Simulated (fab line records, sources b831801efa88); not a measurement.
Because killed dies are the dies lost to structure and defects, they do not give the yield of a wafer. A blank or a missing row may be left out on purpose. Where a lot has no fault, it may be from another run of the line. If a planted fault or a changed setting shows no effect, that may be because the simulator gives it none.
What tool caused it? || flow sky130 || 18 wafers sampled from 6 lots at 1 step of a route of 708

WHAT THE GAUGES SHOWED, per wafer
SKY_CONTACT_CD_MEAS_14: target cd 170 nm.
{"lot": "L127", "measured": "day 32 18:38", "on": "cd_sem-01", "cd_nm (nm)": "169.0 170.2 168.8"}
{"lot": "L130", "measured": "day 33 23:22", "on": "cd_sem-01", "cd_nm (nm)": "171.4 170.9 170.6"}
{"lot": "L135", "measured": "day 35 12:44", "on": "cd_sem-02", "cd_nm (nm)": "169.1 169.4 169.4"}
{"lot": "L138", "measured": "day 36 02:40", "on": "cd_sem-02", "cd_nm (nm)": "167.2 167.9 168.0"}
{"lot": "L142", "measured": "day 37 11:20", "on": "cd_sem-01", "cd_nm (nm)": "167.8 168.2 168.4"}
{"lot": "L147", "measured": "day 39 03:55", "on": "cd_sem-01", "cd_nm (nm)": "169.8 170.0 168.8"}

TOOL THAT RAN EACH LOT (tool first, then ch and the chambers of the sampled wafers, then the start)
No process step before these readings appears in the record.

THE ANSWER, worked out from the rows above alone
Rule: usual is defined by the lots themselves. Put in order of their means at a reading, lots are off if they are a third of the lots or fewer, leave a main group of 4 or more, and stand apart from it by a gap of 3 or more times the standard deviation of the main group's means; of several such gaps the widest counts. A main group is skipped when, at the precision printed for the reading in the tables above, its means are all equal. A lot without any number at a reading at which 4 lots or more have one is off too. The other lots that the step has rows for count as sound.
No lot is off on any of the readings shown, so nothing can be concluded from this.

WHAT THE SIMULATOR PUT IN
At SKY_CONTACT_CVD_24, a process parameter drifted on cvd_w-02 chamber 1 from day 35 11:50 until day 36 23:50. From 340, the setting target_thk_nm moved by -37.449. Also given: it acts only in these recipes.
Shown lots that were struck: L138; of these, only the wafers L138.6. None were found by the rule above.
